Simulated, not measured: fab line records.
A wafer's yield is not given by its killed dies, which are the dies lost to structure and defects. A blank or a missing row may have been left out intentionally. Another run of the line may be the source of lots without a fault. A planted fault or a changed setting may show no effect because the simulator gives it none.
8D (eight disciplines) problem report, filled in by code :: flow sky130 :: the parts of the form that need people (team, actions taken, sign-off) are left out

== 1. THE ISSUE ==
Mean of faraday current uA at SKY_LDD_N_IMPLANT_10: 530 across 9 wafers in 3 lots; on wafers with no fault it is 419 (standard deviation 9.5). Relative to the usual mean, that is a shift of +12 standard deviations.
The first sign was on wafer L625.1 at day 22 12:33, on implanter-02. The record has a number at this step for 36 wafers belonging to 12 lots. The rule behind "out" and "out of limits": a value lying over 4 standard deviations away from the usual mean. The rest of the wafers with a number are treated as sound.

== 2. WHAT IT IS, AND WHAT IT ISN'T ==
question: which readings at this step
is: faraday current uA, beam on s
is not: dose ions cm2, rotation deg

question: which lots
is: L625, L628, L629
is not: L614, L615, L616, L630, L632, L633, L634, L636, L637

question: which wafers of those lots
is: all that have a number
is not: -

question: read on which tools
is: implanter-02
is not: implanter-01, implanter-03

question: when
is: from day 22 12:33
is not: up to then (9 sound wafers); but 18 sound wafers of L630, L632, L633, L634, L636, L637 came after

== 3. WHAT RULES OUT EACH SUSPECT ==
Counting: a tool at any process step up to the reading remains a suspect when it ran all the lots that are out and ran no sound lot after the first of those.
- implanter-02 at SKY_LDD_N_IMPLANT_10: kept. It ran every lot that is out, first L625 (day 22 12:33), and no sound lot after that; its last sound lot up to then is L616 (day 18 14:58). Its own beam on s, faraday current uA readings are out on those wafers.
Remaining after the count: implanter-02 at SKY_LDD_N_IMPLANT_10.

== 4. THE CAUSE (what the simulator had put in) ==
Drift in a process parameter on implanter-02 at SKY_LDD_N_IMPLANT_10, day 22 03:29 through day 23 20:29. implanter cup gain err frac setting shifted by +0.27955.
The count eliminated every tool but this one.

== 5. THE EFFECT CHAIN, in route order ==
Rows list readings where the struck wafers' mean (over those with a number) sits beyond 3 standard deviations from the usual. Only readings for which the record gives a usual standard deviation are gone through. hours: the time from each lot's start at the first step in this table that gives one to its start at this step, as a median over the lots. sigmas: the change in usual standard deviations.
hours: 0
step: SKY_LDD_N_IMPLANT_10
reading: beam on s
usual: 10.09 s
on struck wafers: 7.97
change: -2.12
sigmas: -9.2

hours: 0
step: SKY_LDD_N_IMPLANT_10
reading: faraday current uA
usual: 419
on struck wafers: 530
change: +111
sigmas: +12
Process steps it contains:
- SKY_LDD_N_IMPLANT_10
At these later measuring or inspecting steps, every struck wafer for which the step has a row has a number for every such reading, and none has moved that far: SKY_POLY_CUT_CD_MEAS_08, SKY_LI_CONTACT_OVL_MEAS_13.

== 6. HOW IT WOULD HAVE BEEN CAUGHT EARLIER ==
The fault began at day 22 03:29; the first out-of-limits reading in this record came at day 22 12:33, 9 hours later.
